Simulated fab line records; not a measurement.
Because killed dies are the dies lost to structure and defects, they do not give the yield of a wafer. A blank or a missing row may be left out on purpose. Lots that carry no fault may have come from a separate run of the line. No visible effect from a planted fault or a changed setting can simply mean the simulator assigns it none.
Which tool is to blame? ; flow sky130 ; Sampling: 24 lots, 72 wafers, 6 of 708 route steps

WHAT EACH GAUGE READ, for each wafer
SKY_LOCAL_INTERCONNECT_CD_MEAS_11 targets a cd of 170 nm. Usual: cdNm reads 170.2 nm (standard deviation 1.4).
lot;measured;on;cdNm (nm);flag
L074;day 30 11:31;cdSem-02;170.6 170.9 169.8;
L076;day 30 20:26;cdSem-02;170.2 169.9 171.2;
L075;day 30 23:44;cdSem-02;169.4 169.4 167.9;
L078;day 31 22:56;cdSem-01;169.8 170.5 170.3;
L077;day 32 04:30;cdSem-01;169.0 169.3 170.3;
L079;day 32 11:04;cdSem-01;171.1 171.0 170.3;
L080;day 32 23:13;cdSem-01;166.8 169.8 168.6;
L081;day 33 02:25;cdSem-01;168.7 171.9 170.9;
L082;day 33 11:21;cdSem-02;170.7 170.1 169.5;
L083;day 33 16:09;cdSem-02;170.1 170.7 169.8;
L084;day 34 08:59;cdSem-01;171.1 171.9 170.4;
L086;day 34 13:47;cdSem-01;171.7 168.9 170.0;
L085;day 34 16:50;cdSem-02;170.4 171.4 168.9;
L088;day 34 20:58;cdSem-02;171.4 172.0 171.1;
L087;day 35 02:56;cdSem-02;172.6 172.1 171.0;
L089;day 35 08:22;cdSem-01;170.5 169.7 170.5;
L090;day 35 09:18;cdSem-01;171.8 170.8 170.9;
L091;day 35 23:44;cdSem-01;168.2 168.9 168.6;
L092;day 36 05:26;cdSem-02;168.4 169.3 167.2;
L093;day 36 11:27;cdSem-02;168.1 167.7 167.4;
L094;day 36 17:43;cdSem-01;169.5 169.9 171.3;
L095;day 37 05:12;cdSem-01;169.3 169.8 169.7;
L096;day 37 23:40;cdSem-01;171.3 172.8 171.7;
L097;day 38 04:17;cdSem-01;171.9 172.7 170.6;

SKY_METAL2_CD_MEAS_15 targets a cd of 140 nm. Usual: cdNm reads 139.4 nm (standard deviation 1.7).
lot;measured;on;cdNm (nm);flag
L074;day 35 06:19;cdSem-01;140.5 141.9 141.5;
L076;day 35 15:18;cdSem-02;140.4 138.9 140.0;
L075;day 35 18:30;cdSem-02;138.7 137.0 138.0;
L078;day 36 16:22;cdSem-01;137.6 138.5 137.4;
L077;day 36 22:00;cdSem-01;143.3 143.7 142.2;
L079;day 37 04:49;cdSem-02;142.0 141.2 140.5;
L080;day 37 15:12;cdSem-02;139.2 139.4 139.3;
L081;day 37 18:56;cdSem-01;140.7 139.3 139.5;
L082;day 38 03:30;cdSem-02;137.4 136.5 137.2;
L083;day 38 06:46;cdSem-02;139.7 140.4 140.4;
L084;day 38 21:42;cdSem-01;142.1 141.2 141.5;
L086;day 39 01:41;cdSem-02;138.9 140.2 138.6;
L085;day 39 06:41;cdSem-01;138.2 137.8 137.6;
L088;day 39 10:21;cdSem-01;140.5 139.3 139.0;
L087;day 39 15:29;cdSem-02;139.7 139.3 140.2;
L089;day 39 20:39;cdSem-02;136.4 137.5 137.1;
L090;day 39 21:43;cdSem-01;139.1 140.4 140.7;
L091;day 40 10:38;cdSem-02;142.7 142.3 142.3;
L092;day 40 16:13;cdSem-02;139.3 139.3 137.8;
L093;day 40 20:05;cdSem-01;139.4 140.7 138.6;
L094;day 41 02:37;cdSem-01;139.2 137.0 137.6;
L095;day 41 14:54;cdSem-02;136.7 140.1 139.3;
L096;day 42 06:01;cdSem-01;139.3 140.3 139.6;
L097;day 42 11:22;cdSem-02;138.4 138.3 137.2;

SKY_VIA3_OVL_MEAS_13. Usual: VIA3_OVL typically reads -1 nm, with standard deviation 7.2.
lot;measured;on;VIA3_OVL (nm);flag
L074;day 39 17:08;overlay-02;3 9 3;
L076;day 40 01:43;overlay-01;-4 -10 -7;
L075;day 40 05:47;overlay-02;10 -8 2;
L078;day 41 01:05;overlay-01;4 18 -1;
L077;day 41 05:59;overlay-01;1 -16 -10;
L079;day 41 12:48;overlay-01;-11 -5 1;
L080;day 41 22:29;overlay-02;-11 5 -16;
L081;day 42 01:59;overlay-01;-3 -8 -2;
L082;day 42 09:29;overlay-01;8 -2 -1;
L083;day 42 11:50;overlay-02;-4 -5 -5;
L084;day 43 01:53;overlay-01;-6 6 -9;
L086;day 43 05:50;overlay-02;-4 -3 -4;
L085;day 43 10:57;overlay-02;7 3 -3;
L088;day 43 14:41;overlay-02;-14 -9 3;
L087;day 43 18:08;overlay-01;2 -11 -7;
L089;day 43 23:59;overlay-02;7 -3 3;
L090;day 44 00:54;overlay-01;4 -8 0;
L091;day 44 11:32;overlay-01;-15 -9 3;
L092;day 44 16:41;overlay-01;9 9 4;
L093;day 44 21:05;overlay-02;9 5 3;
L094;day 45 04:10;overlay-02;3 -4 1;
L095;day 45 14:34;overlay-01;2 0 4;
L096;day 46 04:11;overlay-01;3 -6 4;
L097;day 46 09:20;overlay-01;-13 -12 -9;

WHAT TOOL EACH LOT RAN ON (gives the tool, then ch and the chambers of the sampled wafers, and finally the start)
lot;SKY_LOCAL_INTERCONNECT_STRIP_15;SKY_CONTACT_CVD_00;SKY_CAPM_METAL_ETCH_13
L074;plasmaAsher-04 ch 0,1, day 30 11:46;pecvd-01 ch 0,1,2, day 30 12:20;rieMetal-04 ch 0,1, day 37 12:53
L076;plasmaAsher-02 ch 0, day 30 20:41;pecvd-04 ch 0,1,2, day 30 21:16;rieMetal-04 ch 0,1, day 37 22:04
L075;plasmaAsher-03 ch 0,1, day 31 00:00;pecvd-04 ch 0,1,2, day 31 00:35;rieMetal-02 ch 0, day 38 01:41
L078;plasmaAsher-04 ch 0,1, day 31 23:11;pecvd-01 ch 0,1,2, day 31 23:46;rieMetal-04 ch 0,1, day 38 22:11
L077;plasmaAsher-03 ch 0, day 32 04:45;pecvd-04 ch 1,2, day 32 05:21;rieMetal-04 ch 0,1, day 39 03:39
L079;plasmaAsher-04 ch 0,1, day 32 11:26;pecvd-01 ch 0,1,2, day 32 12:02;rieMetal-01 ch 0,1, day 39 10:40
L080;plasmaAsher-03 ch 1, day 32 23:28;pecvd-01 ch 0,1,2, day 33 00:04;rieMetal-01 ch 0,1, day 39 19:30
L081;plasmaAsher-04 ch 0,1, day 33 02:47;pecvd-03 ch 1,2, day 33 03:27;rieMetal-01 ch 0,1, day 39 23:38
L082;plasmaAsher-04 ch 0,1, day 33 11:37;pecvd-03 ch 0,2, day 33 12:10;rieMetal-04 ch 0,1, day 40 07:47
L083;plasmaAsher-02 ch 0,1, day 33 16:25;pecvd-03 ch 0,1,2, day 33 17:04;rieMetal-02 ch 1, day 40 10:18
L084;plasmaAsher-04 ch 0,1, day 34 09:14;pecvd-04 ch 0,1, day 34 10:15;rieMetal-04 ch 0,1, day 41 01:03
L086;plasmaAsher-04 ch 0,1, day 34 14:02;pecvd-01 ch 0,1,2, day 34 14:37;rieMetal-01 ch 0,1, day 41 04:19
L085;plasmaAsher-04 ch 0, day 34 17:06;pecvd-03 ch 0,1, day 34 18:03;rieMetal-04 ch 0,1, day 41 10:24
L088;plasmaAsher-02 ch 0, day 34 21:14;pecvd-01 ch 0,1,2, day 34 21:51;rieMetal-01 ch 0,1, day 41 13:51
L087;plasmaAsher-03 ch 0,1, day 35 03:11;pecvd-01 ch 0,1, day 35 03:46;rieMetal-01 ch 0,1, day 41 18:15
L089;plasmaAsher-04 ch 0,1, day 35 08:38;pecvd-04 ch 0,2, day 35 09:13;rieMetal-04 ch 0,1, day 41 23:27
L090;plasmaAsher-04 ch 0,1, day 35 09:41;pecvd-03 ch 0,2, day 35 10:19;rieMetal-02 ch 0,1, day 42 01:00
L091;plasmaAsher-04 ch 0, day 35 23:59;pecvd-04 ch 0,2, day 36 00:34;rieMetal-02 ch 0,1, day 42 12:37
L092;plasmaAsher-04 ch 0,1, day 36 05:42;pecvd-01 ch 0,1,2, day 36 06:18;rieMetal-02 ch 0,1, day 42 17:58
L093;plasmaAsher-03 ch 0,1, day 36 11:44;pecvd-03 ch 1,2, day 36 12:20;rieMetal-04 ch 1, day 42 21:25
L094;plasmaAsher-02 ch 0,1, day 36 18:06;pecvd-04 ch 0,2, day 36 18:40;rieMetal-04 ch 1, day 43 04:36
L095;plasmaAsher-02 ch 0,1, day 37 05:28;pecvd-03 ch 0,2, day 37 06:01;rieMetal-04 ch 1, day 43 16:49
L096;plasmaAsher-03 ch 0,1, day 37 23:56;pecvd-03 ch 0,2, day 38 00:32;rieMetal-01 ch 0,1, day 44 06:57
L097;plasmaAsher-03 ch 0,1, day 38 04:33;pecvd-04 ch 0,1, day 38 05:11;rieMetal-01 ch 0,1, day 44 11:26
- SKY_LOCAL_INTERCONNECT_STRIP_15: strips in O2/N2.
- SKY_CONTACT_CVD_00: deposits Si3N4, target thk 75 nm.
- SKY_CAPM_METAL_ETCH_13: etches TiN in Cl2/BCl3, stops on SiO2, target depth 220 nm, time 62.9 s.

WHAT THE TOOLS THEMSELVES READ (means of the sampled wafers that have a number; where no wafer has one, the mark that the record gives instead)
SKY_LOCAL_INTERCONNECT_STRIP_15. Usual: drypumpMotorCurrentA 5.9 A, standard deviation 0.5; n2FlowSccm 300.0 sccm, standard deviation 0.98; oesProductAu 0.427 a.u., standard deviation 0.0045; stripTimeToEndpointS 4.725 s, standard deviation 0.021.
lot;tool;drypumpMotorCurrentA (A);n2FlowSccm (sccm);oesProductAu (a.u.);stripTimeToEndpointS (s);flag
L074;plasmaAsher-04;5.8;299.6;0.427;4.703;
L076;plasmaAsher-02;5.9;299.8;0.424;4.724;
L075;plasmaAsher-03;5.9;299.0;0.426;4.718;
L078;plasmaAsher-04;6.2;300.7;0.425;4.755;
L077;plasmaAsher-03;6.3;299.6;0.429;4.738;
L079;plasmaAsher-04;5.8;299.8;0.427;4.753;
L080;plasmaAsher-03;5.7;298.8;0.424;4.728;
L081;plasmaAsher-04;5.7;300.1;0.427;4.754;
L082;plasmaAsher-04;6.2;300.2;0.428;4.717;
L083;plasmaAsher-02;5.7;300.5;0.423;4.719;
L084;plasmaAsher-04;6.3;300.2;0.425;4.682;
L086;plasmaAsher-04;5.8;299.0;0.430;4.719;
L085;plasmaAsher-04;5.3;301.0;0.433;4.748;
L088;plasmaAsher-02;5.9;300.7;0.430;4.740;
L087;plasmaAsher-03;6.1;300.7;0.427;4.708;
L089;plasmaAsher-04;6.2;299.8;0.424;4.742;
L090;plasmaAsher-04;6.2;298.9;0.429;4.718;
L091;plasmaAsher-04;5.3;299.6;0.424;4.734;
L092;plasmaAsher-04;6.2;300.1;0.431;4.753;
L093;plasmaAsher-03;6.1;299.2;0.426;4.733;
L094;plasmaAsher-02;5.8;300.5;0.427;4.710;
L095;plasmaAsher-02;5.8;300.2;0.422;4.696;
L096;plasmaAsher-03;5.9;300.3;0.429;4.723;
L097;plasmaAsher-03;6.1;301.2;0.428;4.730;

SKY_CONTACT_CVD_00. Usual: heaterPowerW reads 700 W (standard deviation 99).
lot;tool;heaterPowerW (W);flag
L074;pecvd-01;663;
L076;pecvd-04;740;
L075;pecvd-04;760;
L078;pecvd-01;695;
L077;pecvd-04;818;
L079;pecvd-01;689;
L080;pecvd-01;686;
L081;pecvd-03;578;
L082;pecvd-03;656;
L083;pecvd-03;663;
L084;pecvd-04;754;
L086;pecvd-01;714;
L085;pecvd-03;729;
L088;pecvd-01;713;
L087;pecvd-01;727;
L089;pecvd-04;744;
L090;pecvd-03;707;
L091;pecvd-04;735;
L092;pecvd-01;697;
L093;pecvd-03;619;
L094;pecvd-04;690;
L095;pecvd-03;734;
L096;pecvd-03;607;
L097;pecvd-04;669;

SKY_CAPM_METAL_ETCH_13. Usual: drypumpMotorCurrentA 5.6 A, standard deviation 0.5; oesProductAu 0.937 a.u., standard deviation 0.0084; throttleValvePct 21.903 %, standard deviation 0.01.
lot;tool;drypumpMotorCurrentA (A);oesProductAu (a.u.);throttleValvePct (%);flag
L074;rieMetal-04;5.2;0.938;21.898;
L076;rieMetal-04;5.2;0.941;21.900;
L075;rieMetal-02;6.5;0.936;21.910;
L078;rieMetal-04;5.5;0.946;21.901;
L077;rieMetal-04;5.2;0.940;21.908;
L079;rieMetal-01;5.3;0.936;21.899;
L080;rieMetal-01;5.3;0.927;21.907;
L081;rieMetal-01;5.2;0.935;21.918;
L082;rieMetal-04;5.2;0.932;21.904;
L083;rieMetal-02;6.3;0.937;21.902;
L084;rieMetal-04;5.5;0.934;21.908;
L086;rieMetal-01;5.2;0.941;21.899;
L085;rieMetal-04;5.2;0.935;21.904;
L088;rieMetal-01;5.3;0.942;21.896;
L087;rieMetal-01;5.3;0.937;21.899;
L089;rieMetal-04;5.2;0.949;21.896;
L090;rieMetal-02;6.4;0.937;21.899;
L091;rieMetal-02;6.4;0.939;21.900;
L092;rieMetal-02;6.4;0.937;21.907;
L093;rieMetal-04;5.7;0.934;21.910;
L094;rieMetal-04;5.7;0.953;21.895;
L095;rieMetal-04;5.7;0.935;21.896;
L096;rieMetal-01;5.3;0.937;21.908;
L097;rieMetal-01;5.2;0.934;21.902;

THE ANSWER, worked out from the rows above alone
Rule: lot off if the mean of its wafers having a number is beyond 3 standard deviations from the usual mean. Also off: a lot with no number at a reading for which 4 or more lots have one. Any other lot the step has rows for is counted as sound. First the gauges in route order, then the tools' own readings, where a lot's mean is used as printed above. The first step at which some lot is off is used, and at that step the reading that is off furthest; a lot without a number counts as furthest.
No lot is off at any reading shown: from this, nothing can be told.

WHAT HAD BEEN PUT IN BY THE SIMULATOR
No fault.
